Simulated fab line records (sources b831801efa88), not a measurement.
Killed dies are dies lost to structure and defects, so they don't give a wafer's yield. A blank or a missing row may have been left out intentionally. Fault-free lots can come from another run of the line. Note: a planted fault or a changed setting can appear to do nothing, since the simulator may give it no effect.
fab line records / flow sfqLine / part 2 of 2: steps 30 to 40 of 40
record lots=5 wafers=15 lastDay=92
route steps=325 shown I1@76 M2@88 I2@103
lots untouched by any fault: they come from a run of this same line in which no faults occurred
startH: start of the lot's first displayed wafer, in hours after the record's first day / waitH: hours from the lot's prior step to this one / " unchanged from the row above / L1.1+2: a row that stands for several wafers / - no value, or no start given / * or withheld: withheld / < > ~ a bound
route shown NAME@n: NAME is a module with steps in the file, n the number in the route of the first one / usual: mean and standard deviation over wafers with no fault / same: alike in all rows / chamber/n: place in a boat / sites: readings site by site / _std_site: standard deviation of those values / _edge_site: mean of outer sites minus mean of inner sites / radiusMm: for every site, how far away it sits from the centre of the wafer / mask NAME#n: copy n / behind: the tool/chamber that last shaped the wafer / hold: reason for holding the lot/hours on hold/outcome of the hold / device: whichever transistor did not switch (one of n, p or np) / end of line: the tests these same wafers got at the end of their route / a step without rows: its recipe alone / killed: count of dies lost to structure and defects at first sort (not the wafer's yield) / map: the dies of a wafer, with x for killed, . for not killed, _ for no die there
set.NAME: the setting that was run; set.NAME@STEP: the one run at that earlier step / model.NAME: the simulator's own value behind a step, which no gauge read
a table for each step, a row for each wafer; lots at some steps of the route
services: when a tool's chamber went out of use (startH, in hours from the record's first day, below 0 if earlier), for how many hours, and the reason
## steps
# step SFQ_TRILAYER_I2_METRO_MEASURE_065
# usual thkNm=199.3/1.2
lot.wafer=L076.2 tool=filmMetro-01 chamber=- startH=762.27 waitH=0.3 thkNm=199.5
lot.wafer=L076.5 tool=filmMetro-01 chamber=- startH=762.27 waitH=0.3 thkNm=198.9
lot.wafer=L076.6 tool=filmMetro-01 chamber=- startH=762.27 waitH=0.3 thkNm=199.6
lot.wafer=L081.3 tool=filmMetro-02 chamber=- startH=820.38 waitH=0.5 thkNm=198.6
lot.wafer=L081.5 tool=filmMetro-02 chamber=- startH=820.38 waitH=0.5 thkNm=198.7
lot.wafer=L081.6 tool=filmMetro-02 chamber=- startH=820.38 waitH=0.5 thkNm=198.6
lot.wafer=L085.2 tool=filmMetro-01 chamber=- startH=870.96 waitH=0.3 thkNm=199.3
lot.wafer=L085.5 tool=filmMetro-01 chamber=- startH=870.96 waitH=0.3 thkNm=200.3
lot.wafer=L085.6 tool=filmMetro-01 chamber=- startH=870.96 waitH=0.3 thkNm=199.2
lot.wafer=L091.3 tool=filmMetro-04 chamber=- startH=934.63 waitH=0.5 thkNm=199.3
lot.wafer=L091.4 tool=filmMetro-04 chamber=- startH=934.63 waitH=0.5 thkNm=198.7
lot.wafer=L091.6 tool=filmMetro-04 chamber=- startH=934.63 waitH=0.5 thkNm=198.8
lot.wafer=L094.1 tool=filmMetro-02 chamber=- startH=1076.24 waitH=0.1 thkNm=200.4
lot.wafer=L094.2 tool=filmMetro-02 chamber=- startH=1076.24 waitH=0.1 thkNm=199.8
lot.wafer=L094.5 tool=filmMetro-02 chamber=- startH=1076.24 waitH=0.1 thkNm=200.1
# step SFQ_TRILAYER_I2_VIA_LITHO_COAT_072
# recipe resist=BARC spinRpm=3000 resistThkNm=62
lot.wafer=L076.2+5+6 tool=lithoTrack-04 chamber=0 startH=763.32 waitH=0.8
lot.wafer=L081.3+5+6 tool=lithoTrack-02 chamber=0 startH=821.28 waitH=0.7
lot.wafer=L085.2+5+6 tool=lithoTrack-01 chamber=0 startH=872.01 waitH=0.8
lot.wafer=L091.3+4+6 tool=lithoTrack-04 chamber=0 startH=935.53 waitH=0.7
lot.wafer=L094.1+2+5 tool=lithoTrack-04 chamber=0 startH=1077.44 waitH=1.0
# step SFQ_TRILAYER_I2_VIA_LITHO_COAT_067
# recipe resist=KrF spinRpm=3000 resistThkNm=650
lot.wafer=L076.2+5+6 tool=lithoTrack-04 chamber=0 startH=763.62 waitH=0.2
lot.wafer=L081.3+5+6 tool=lithoTrack-02 chamber=0 startH=821.58 waitH=0.2
lot.wafer=L085.2+5+6 tool=lithoTrack-01 chamber=0 startH=872.31 waitH=0.2
lot.wafer=L091.3+4+6 tool=lithoTrack-04 chamber=0 startH=935.83 waitH=0.2
lot.wafer=L094.1+2+5 tool=lithoTrack-04 chamber=0 startH=1077.74 waitH=0.2
# step SFQ_TRILAYER_I2_VIA_LITHO_SOFTBAKE_071
# recipe tempC=withheld timeS=withheld resist=KrF
lot.wafer=L076.2+5+6 tool=lithoTrack-04 chamber=0 startH=763.90 waitH=0.2
lot.wafer=L081.3+5+6 tool=lithoTrack-02 chamber=0 startH=821.83 waitH=0.2
lot.wafer=L085.2+5+6 tool=lithoTrack-01 chamber=0 startH=872.58 waitH=0.2
lot.wafer=L091.3+4+6 tool=lithoTrack-04 chamber=0 startH=936.08 waitH=0.2
lot.wafer=L094.1+2+5 tool=lithoTrack-04 chamber=0 startH=1078.04 waitH=0.2
# step SFQ_TRILAYER_I2_VIA_LITHO_EXPOSE_068
# recipe maskId=I2 na=0.6 sourceShape=conventional sigmaOuter=0.65 targetCdNm=500 doseMj=21.3
# usual stageVelMmS=500.03/0.23
lot.wafer=L076.2 tool=krfScanner-01 chamber=0 startH=922.65 waitH=- mask=I2#0 stageVelMmS=500.33
lot.wafer=L076.5 tool=krfScanner-01 chamber=0 startH=922.65 waitH=- mask=I2#0 stageVelMmS=500.21
lot.wafer=L076.6 tool=krfScanner-01 chamber=0 startH=922.65 waitH=- mask=I2#0 stageVelMmS=500.00
lot.wafer=L081.3 tool=krfScanner-01 chamber=0 startH=967.25 waitH=- mask=I2#0 stageVelMmS=499.89
lot.wafer=L081.5 tool=krfScanner-01 chamber=0 startH=967.25 waitH=- mask=I2#0 stageVelMmS=500.06
lot.wafer=L081.6 tool=krfScanner-01 chamber=0 startH=967.25 waitH=- mask=I2#0 stageVelMmS=500.07
lot.wafer=L085.2 tool=krfScanner-02 chamber=0 startH=1010.62 waitH=- mask=I2#0 stageVelMmS=499.93
lot.wafer=L085.5 tool=krfScanner-02 chamber=0 startH=1010.62 waitH=- mask=I2#0 stageVelMmS=499.93
lot.wafer=L085.6 tool=krfScanner-02 chamber=0 startH=1010.62 waitH=- mask=I2#0 stageVelMmS=499.94
lot.wafer=L091.3 tool=krfScanner-01 chamber=0 startH=1063.75 waitH=- mask=I2#0 stageVelMmS=499.66
lot.wafer=L091.4 tool=krfScanner-01 chamber=0 startH=1063.75 waitH=- mask=I2#0 stageVelMmS=499.78
lot.wafer=L091.6 tool=krfScanner-01 chamber=0 startH=1063.75 waitH=- mask=I2#0 stageVelMmS=499.67
lot.wafer=L094.1 tool=krfScanner-02 chamber=0 startH=1218.60 waitH=- mask=I2#0 stageVelMmS=500.12
lot.wafer=L094.2 tool=krfScanner-02 chamber=0 startH=1218.60 waitH=- mask=I2#0 stageVelMmS=499.96
lot.wafer=L094.5 tool=krfScanner-02 chamber=0 startH=1218.60 waitH=- mask=I2#0 stageVelMmS=500.14
# step SFQ_TRILAYER_I2_VIA_LITHO_PEB_070
# recipe pebTempC=115 pebTimeS=60 resist=KrF
lot.wafer=L076.2+5+6 tool=lithoTrack-01 chamber=0 startH=923.67 waitH=0.8
lot.wafer=L081.3+5+6 tool=lithoTrack-02 chamber=0 startH=968.10 waitH=0.7
lot.wafer=L085.2+5+6 tool=lithoTrack-02 chamber=0 startH=1011.65 waitH=0.8
lot.wafer=L091.3+4+6 tool=lithoTrack-01 chamber=0 startH=1064.60 waitH=0.7
lot.wafer=L094.1+2+5 tool=lithoTrack-04 chamber=0 startH=1219.80 waitH=1.0
# step SFQ_TRILAYER_I2_VIA_LITHO_DEVELOP_069
# recipe timeS=60 resist=KrF
lot.wafer=L076.2+5+6 tool=lithoTrack-01 chamber=0 startH=923.82 waitH=0.1
lot.wafer=L081.3+5+6 tool=lithoTrack-02 chamber=0 startH=968.25 waitH=0.1
lot.wafer=L085.2+5+6 tool=lithoTrack-02 chamber=0 startH=1011.80 waitH=0.1
lot.wafer=L091.3+4+6 tool=lithoTrack-01 chamber=0 startH=1064.75 waitH=0.1
lot.wafer=L094.1+2+5 tool=lithoTrack-04 chamber=0 startH=1219.95 waitH=0.1
# step SFQ_I2_OVL_MEAS_918
# usual I2_OVL=2/6.2
lot.wafer=L076.2 tool=overlay-01 chamber=- startH=923.96 waitH=0.1 I2_OVL[nm]=-3
lot.wafer=L076.5 tool=overlay-01 chamber=- startH=923.96 waitH=0.1 I2_OVL[nm]=1
lot.wafer=L076.6 tool=overlay-01 chamber=- startH=923.96 waitH=0.1 I2_OVL[nm]=-3
lot.wafer=L081.3 tool=overlay-02 chamber=- startH=968.36 waitH=0.1 I2_OVL[nm]=3
lot.wafer=L081.5 tool=overlay-02 chamber=- startH=968.36 waitH=0.1 I2_OVL[nm]=1
lot.wafer=L081.6 tool=overlay-02 chamber=- startH=968.36 waitH=0.1 I2_OVL[nm]=12
lot.wafer=L085.2 tool=overlay-01 chamber=- startH=1011.93 waitH=0.1 I2_OVL[nm]=6
lot.wafer=L085.5 tool=overlay-01 chamber=- startH=1011.93 waitH=0.1 I2_OVL[nm]=4
lot.wafer=L085.6 tool=overlay-01 chamber=- startH=1011.93 waitH=0.1 I2_OVL[nm]=7
lot.wafer=L091.3 tool=overlay-02 chamber=- startH=1064.86 waitH=0.1 I2_OVL[nm]=3
lot.wafer=L091.4 tool=overlay-02 chamber=- startH=1064.86 waitH=0.1 I2_OVL[nm]=-7
lot.wafer=L091.6 tool=overlay-02 chamber=- startH=1064.86 waitH=0.1 I2_OVL[nm]=-1
lot.wafer=L094.1 tool=overlay-01 chamber=- startH=1220.10 waitH=0.1 I2_OVL[nm]=-2
lot.wafer=L094.2 tool=overlay-01 chamber=- startH=1220.10 waitH=0.1 I2_OVL[nm]=-2
lot.wafer=L094.5 tool=overlay-01 chamber=- startH=1220.10 waitH=0.1 I2_OVL[nm]=-3
# step SFQ_TRILAYER_I2_VIA_BARC_OPEN_VIA_ETCH_096
# recipe maskMaterial=PR chemistry=O2 targetDepthNm=125 target=BARC sourceW=500 biasW=80 pressureMtorr=30 timeS=41.7
# usual drypumpMotorCurrentA=5.5/0.34 oesProductAu=0.685/0.0047
lot.wafer=L076.2 tool=rieDiel-03 chamber=3 startH=923.99 waitH=0.0 drypumpMotorCurrentA=5.5 oesProductAu=0.682 rfHoursCounterH=1
lot.wafer=L076.5 tool=rieDiel-03 chamber=0 startH=923.99 waitH=0.0 drypumpMotorCurrentA=5.3 oesProductAu=0.678 rfHoursCounterH=-
lot.wafer=L076.6 tool=rieDiel-03 chamber=3 startH=923.99 waitH=0.0 drypumpMotorCurrentA=5.5 oesProductAu=0.684 rfHoursCounterH=-
lot.wafer=L081.3 tool=rieDiel-04 chamber=0 startH=968.39 waitH=0.0 drypumpMotorCurrentA=5.9 oesProductAu=0.691 rfHoursCounterH=7
lot.wafer=L081.5 tool=rieDiel-04 chamber=2 startH=968.39 waitH=0.0 drypumpMotorCurrentA=5.4 oesProductAu=0.685 rfHoursCounterH=-
lot.wafer=L081.6 tool=rieDiel-04 chamber=3 startH=968.39 waitH=0.0 drypumpMotorCurrentA=5.6 oesProductAu=0.685 rfHoursCounterH=-
lot.wafer=L085.2 tool=rieDiel-03 chamber=0 startH=1011.96 waitH=0.0 drypumpMotorCurrentA=5.3 oesProductAu=0.688 rfHoursCounterH=3
lot.wafer=L085.5 tool=rieDiel-03 chamber=1 startH=1011.96 waitH=0.0 drypumpMotorCurrentA=4.8 oesProductAu=0.680 rfHoursCounterH=-
lot.wafer=L085.6 tool=rieDiel-03 chamber=2 startH=1011.96 waitH=0.0 drypumpMotorCurrentA=5.1 oesProductAu=0.689 rfHoursCounterH=-
lot.wafer=L091.3 tool=rieDiel-03 chamber=0 startH=1064.89 waitH=0.0 drypumpMotorCurrentA=5.3 oesProductAu=0.695 rfHoursCounterH=4
lot.wafer=L091.4 tool=rieDiel-03 chamber=3 startH=1064.89 waitH=0.0 drypumpMotorCurrentA=5.5 oesProductAu=0.689 rfHoursCounterH=4
lot.wafer=L091.6 tool=rieDiel-03 chamber=1 startH=1064.89 waitH=0.0 drypumpMotorCurrentA=4.8 oesProductAu=0.685 rfHoursCounterH=-
lot.wafer=L094.1 tool=rieDiel-04 chamber=0 startH=1220.14 waitH=0.0 drypumpMotorCurrentA=5.8 oesProductAu=0.691 rfHoursCounterH=11
lot.wafer=L094.2 tool=rieDiel-04 chamber=2 startH=1220.14 waitH=0.0 drypumpMotorCurrentA=5.4 oesProductAu=0.680 rfHoursCounterH=15
lot.wafer=L094.5 tool=rieDiel-04 chamber=3 startH=1220.14 waitH=0.0 drypumpMotorCurrentA=5.7 oesProductAu=0.689 rfHoursCounterH=-
# step SFQ_TRILAYER_I2_VIA_ETCH_VIA_ETCH_070
# recipe target=SiO2 stopOn=Nb maskMaterial=PR taperDeg=20 chemistry=CHF3 targetDepthNm=260 sourceW=500 biasW=80 pressureMtorr=30 timeS=withheld
# usual drypumpMotorCurrentA=5.5/0.34 oesProductAu=0.853/0.0056
lot.wafer=L076.2 tool=rieDiel-03 chamber=3 startH=924.03 waitH=0.0 drypumpMotorCurrentA=5.5 oesProductAu=0.849
lot.wafer=L076.5 tool=rieDiel-03 chamber=0 startH=924.03 waitH=0.0 drypumpMotorCurrentA=5.3 oesProductAu=0.847
lot.wafer=L076.6 tool=rieDiel-03 chamber=3 startH=924.03 waitH=0.0 drypumpMotorCurrentA=5.5 oesProductAu=0.850
lot.wafer=L081.3 tool=rieDiel-04 chamber=0 startH=968.43 waitH=0.0 drypumpMotorCurrentA=5.8 oesProductAu=0.859
lot.wafer=L081.5 tool=rieDiel-04 chamber=2 startH=968.43 waitH=0.0 drypumpMotorCurrentA=5.4 oesProductAu=0.858
lot.wafer=L081.6 tool=rieDiel-04 chamber=3 startH=968.43 waitH=0.0 drypumpMotorCurrentA=5.6 oesProductAu=0.857
lot.wafer=L085.2 tool=rieDiel-03 chamber=0 startH=1012.00 waitH=0.0 drypumpMotorCurrentA=5.3 oesProductAu=0.851
lot.wafer=L085.5 tool=rieDiel-03 chamber=1 startH=1012.00 waitH=0.0 drypumpMotorCurrentA=4.8 oesProductAu=0.845
lot.wafer=L085.6 tool=rieDiel-03 chamber=2 startH=1012.00 waitH=0.0 drypumpMotorCurrentA=5.1 oesProductAu=0.851
lot.wafer=L091.3 tool=rieDiel-03 chamber=0 startH=1064.93 waitH=0.0 drypumpMotorCurrentA=5.3 oesProductAu=0.849
lot.wafer=L091.4 tool=rieDiel-03 chamber=3 startH=1064.93 waitH=0.0 drypumpMotorCurrentA=5.5 oesProductAu=0.852
lot.wafer=L091.6 tool=rieDiel-03 chamber=1 startH=1064.93 waitH=0.0 drypumpMotorCurrentA=4.8 oesProductAu=0.848
lot.wafer=L094.1 tool=rieDiel-04 chamber=0 startH=1220.18 waitH=0.0 drypumpMotorCurrentA=5.9 oesProductAu=0.857
lot.wafer=L094.2 tool=rieDiel-04 chamber=2 startH=1220.18 waitH=0.0 drypumpMotorCurrentA=5.4 oesProductAu=0.856
lot.wafer=L094.5 tool=rieDiel-04 chamber=3 startH=1220.18 waitH=0.0 drypumpMotorCurrentA=5.7 oesProductAu=0.851
# step SFQ_TRILAYER_I2_VIA_STRIP_STRIP_071
# recipe gas=O2 powerW=200 platenTempC=40 overashFraction=0.65 chemistry=O2 pressureMtorr=50
# usual drypumpMotorCurrentA=5.7/0.39 oesProductAu=0.994/0.0083
lot.wafer=L076.2 tool=rieMetal-01 chamber=1 startH=924.14 waitH=- drypumpMotorCurrentA=6.0 oesProductAu=0.993 rfHoursCounterH=91
lot.wafer=L076.5 tool=rieMetal-01 chamber=1 startH=924.14 waitH=- drypumpMotorCurrentA=6.0 oesProductAu=0.996 rfHoursCounterH=-
lot.wafer=L076.6 tool=rieMetal-01 chamber=0 startH=924.14 waitH=- drypumpMotorCurrentA=5.3 oesProductAu=1.000 rfHoursCounterH=-
lot.wafer=L081.3 tool=rieMetal-04 chamber=0 startH=968.74 waitH=- drypumpMotorCurrentA=5.4 oesProductAu=1.006 rfHoursCounterH=-
lot.wafer=L081.5 tool=rieMetal-04 chamber=0 startH=968.74 waitH=- drypumpMotorCurrentA=5.4 oesProductAu=1.003 rfHoursCounterH=-
lot.wafer=L081.6 tool=rieMetal-04 chamber=1 startH=968.74 waitH=- drypumpMotorCurrentA=5.5 oesProductAu=1.005 rfHoursCounterH=-
lot.wafer=L085.2 tool=rieMetal-02 chamber=1 startH=1012.11 waitH=- drypumpMotorCurrentA=6.3 oesProductAu=0.994 rfHoursCounterH=59
lot.wafer=L085.5 tool=rieMetal-02 chamber=1 startH=1012.11 waitH=- drypumpMotorCurrentA=6.3 oesProductAu=1.010 rfHoursCounterH=-
lot.wafer=L085.6 tool=rieMetal-02 chamber=0 startH=1012.11 waitH=- drypumpMotorCurrentA=5.5 oesProductAu=0.986 rfHoursCounterH=-
lot.wafer=L091.3 tool=rieMetal-01 chamber=0 startH=1065.24 waitH=- drypumpMotorCurrentA=5.3 oesProductAu=0.982 rfHoursCounterH=-
lot.wafer=L091.4 tool=rieMetal-01 chamber=1 startH=1065.24 waitH=- drypumpMotorCurrentA=6.0 oesProductAu=0.991 rfHoursCounterH=-
lot.wafer=L091.6 tool=rieMetal-01 chamber=0 startH=1065.24 waitH=- drypumpMotorCurrentA=5.3 oesProductAu=0.976 rfHoursCounterH=-
lot.wafer=L094.1 tool=rieMetal-02 chamber=1 startH=1220.29 waitH=- drypumpMotorCurrentA=6.3 oesProductAu=1.006 rfHoursCounterH=81
lot.wafer=L094.2 tool=rieMetal-02 chamber=0 startH=1220.29 waitH=- drypumpMotorCurrentA=5.5 oesProductAu=0.996 rfHoursCounterH=61
lot.wafer=L094.5 tool=rieMetal-02 chamber=1 startH=1220.29 waitH=- drypumpMotorCurrentA=6.3 oesProductAu=1.004 rfHoursCounterH=-
## services
tool=krfScanner-01 chamber=- startH=425.61 hours=0.8 kind=pm
tool=rieMetal-03 chamber=- startH=440.95 hours=0.4 kind=repair
tool=krfScanner-01 chamber=- startH=444.51 hours=1.3 kind=pm
tool=krfScanner-01 chamber=- startH=465.11 hours=3.6 kind=pm
tool=krfScanner-01 chamber=- startH=489.59 hours=4.0 kind=pm
tool=krfScanner-01 chamber=- startH=493.62 hours=0.8 kind=pm
tool=rieMetal-03 chamber=- startH=498.78 hours=4.6 kind=repair
tool=krfScanner-01 chamber=- startH=526.95 hours=1.0 kind=pm
tool=krfScanner-01 chamber=- startH=620.93 hours=1.3 kind=pm
tool=krfScanner-01 chamber=- startH=659.58 hours=0.8 kind=pm
tool=krfScanner-01 chamber=- startH=699.34 hours=1.0 kind=pm
tool=rieMetal-03 chamber=1 startH=719.63 hours=14.9 kind=repair
tool=rieMetal-03 chamber=0 startH=765.70 hours=5.8 kind=repair
tool=krfScanner-01 chamber=- startH=797.18 hours=1.3 kind=pm
tool=krfScanner-01 chamber=- startH=798.17 hours=0.8 kind=repair
tool=krfScanner-01 chamber=- startH=805.32 hours=0.2 kind=repair
tool=krfScanner-01 chamber=- startH=828.63 hours=0.8 kind=pm
tool=krfScanner-01 chamber=- startH=854.41 hours=4.4 kind=pm
tool=krfScanner-01 chamber=- startH=860.20 hours=1.8 kind=repair
tool=krfScanner-01 chamber=- startH=864.91 hours=1.0 kind=pm
tool=krfScanner-01 chamber=- startH=879.79 hours=1.8 kind=repair
tool=krfScanner-01 chamber=- startH=889.82 hours=7.3 kind=repair
tool=rieMetal-03 chamber=0 startH=924.03 hours=11.3 kind=repair
tool=krfScanner-01 chamber=- startH=972.85 hours=1.3 kind=pm
